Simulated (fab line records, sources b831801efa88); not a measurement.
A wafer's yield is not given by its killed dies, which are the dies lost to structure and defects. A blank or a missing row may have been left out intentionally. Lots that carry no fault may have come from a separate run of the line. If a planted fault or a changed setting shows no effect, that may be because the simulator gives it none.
The tool behind it: which one? || flow gf180mcu || 7 lots, 21 wafers sampled, at 1 step of a route of 602

WHAT THE GAUGES SHOWED, per wafer
GF_V1_THK_MEAS_01.
{"lot": "L671", "measured": "day 17 19:05", "on": "film metro-04", "V1_CVD_00_THK (nm)": "594 605 596"}
{"lot": "L674", "measured": "day 18 22:44", "on": "film metro-01", "V1_CVD_00_THK (nm)": "605 607 604"}
{"lot": "L679", "measured": "day 21 03:56", "on": "film metro-03", "V1_CVD_00_THK (nm)": "609 590 602"}
{"lot": "L686", "measured": "day 23 07:08", "on": "film metro-04", "V1_CVD_00_THK (nm)": "610 613 609"}
{"lot": "L688", "measured": "day 24 01:13", "on": "film metro-03", "V1_CVD_00_THK (nm)": "602 597 601"}
{"lot": "L690", "measured": "day 24 15:52", "on": "film metro-04", "V1_CVD_00_THK (nm)": "611 600 614"}
{"lot": "L692", "measured": "day 25 02:49", "on": "film metro-04", "V1_CVD_00_THK (nm)": "604 598 600"}

TOOL THAT RAN EACH LOT (tool first, then ch and the chambers of the sampled wafers, then the start)
There is no process step in the record ahead of these readings.

THE ANSWER, worked out from the rows above alone
Rule: usual is defined by the lots themselves. The widest of any qualifying gaps counts: lots, ordered by their means at a reading, are off when they make up no more than a third of the lots, leave a main group of 4 or more, and stand apart from it by 3 or more times the standard deviation of that group's means. Not used: any main group whose means are identical at the precision the tables above print for the reading. A lot without any number at a reading at which 4 lots or more have one is off too. The other lots that the step has rows for count as sound.
No lot is off at any reading shown: from this, nothing can be told.

WHAT WAS PUT IN BY THE SIMULATOR
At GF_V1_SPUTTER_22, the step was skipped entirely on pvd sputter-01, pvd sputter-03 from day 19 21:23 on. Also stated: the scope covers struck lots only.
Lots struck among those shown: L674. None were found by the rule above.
